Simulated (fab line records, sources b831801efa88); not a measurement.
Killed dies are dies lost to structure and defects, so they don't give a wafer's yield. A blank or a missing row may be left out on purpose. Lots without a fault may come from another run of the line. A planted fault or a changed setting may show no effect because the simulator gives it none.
Problem report in the 8D (eight disciplines) form, filled by code | flow gf180mcu | the parts of the form that need people (team, actions taken, sign-off) are left out

1. THE PROBLEM
NWELL_TW at GF_NWELL_TW_MEAS_11 reads a mean of 1493 on 2 wafers of 2 lots; wafers without a fault read 1577 with a standard deviation of 12. That is -7.0 standard deviations from the usual mean.
First seen on wafer L734.4, day 7 05:07, on film_metro-03. The record holds 37 wafers of 13 lots with a number at this step. Rule for "out", or "out of limits": more than 4 standard deviations from the usual mean. The other wafers with a number count as sound.

2. WHAT IT IS AND WHAT IT IS NOT
question                    | is                           | is not
which readings at this step | NWELL_TW                     | -
which lots                  | L734, L738                   | L717, L718, L720, L721, L722, L723, L724, L726, L727, L728, L729
which wafers of those lots  | L734.4, L738.4               | L734.2, L738.2
read on which gauges        | film_metro-01, film_metro-03 | film_metro-04
when                        | from day 7 05:07             | up to then (34 sound wafers); but 1 sound wafer of L738 came after

3. SUSPECTS, AND WHAT RULES EACH OUT
Counting: a tool at a process step up to the reading stays a suspect if it ran every lot that is out. Sound lots after the first of them don't rule it out here, since some wafers of a struck lot are sound.
- the gauge at GF_NWELL_TW_MEAS_11: ruled out. The wafers that are out were read on 2 gauges (film_metro-01, film_metro-03).
- implanter-01 at GF_NWELL_IMPLANT_08: kept. It ran every lot that is out, first L734 (day 7 04:43); its last sound lot up to then is L729 (day 6 02:46). Its own readings are out on those wafers: beam_on_s, faraday_current_uA.
Left after counting: implanter-01 at GF_NWELL_IMPLANT_08.

4. THE CAUSE (what the simulator had put in)
Process parameter drift: implanter-01, from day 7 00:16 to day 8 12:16, at GF_NWELL_IMPLANT_08. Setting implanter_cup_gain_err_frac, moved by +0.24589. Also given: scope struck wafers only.
Counting left only this tool.

5. THE CHAIN OF EFFECTS, in route order
Each row: a reading whose mean over the struck wafers that have a number lies more than 3 standard deviations from the usual. Only readings for which the record gives a usual standard deviation are gone through. hours: the time from each lot's start at the first step in this table that gives one to its start at this step, as a median over the lots. sigmas: the change in usual standard deviations.
hours | step                     | reading            | usual        | on struck wafers | change | sigmas
0     | GF_NWELL_IMPLANT_08      | beam_on_s          | 10.00 s      | 8.26             | -1.74  | -7.9
0     | GF_NWELL_IMPLANT_08      | faraday_current_uA | 84.6         | 102.2            | +17.6  | +9.3
0     | GF_NWELL_TW_MEAS_11      | NWELL_TW           | 1577         | 1493             | -84    | -7.0
130   | GF_VT_IMPLANT_RS_MEAS_47 | NWELL_RS           | 487.7 ohm/sq | 548.1            | +60.4  | +50
The process steps in it:
- GF_NWELL_IMPLANT_08
Later measuring or inspecting steps at which every struck wafer that the step has a row for has a number for every such reading, and none has moved that far: GF_DUAL_GATE_THK_MEAS_03.

6. WHAT WOULD HAVE CAUGHT IT SOONER
In this record the first reading out of limits at a measuring or inspecting step was taken at day 7 05:07, 5 hours after the fault began at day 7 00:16.
The tool's own readings at GF_NWELL_IMPLANT_08 were out on every struck wafer that the step has a row for (beam_on_s, faraday_current_uA): an alarm limit on them would have fired on the first of those.
Of the lots that are out (2), L738 began GF_NWELL_IMPLANT_08 on implanter-01 after day 7 05:07. A hold on the tool at that time would have spared it.
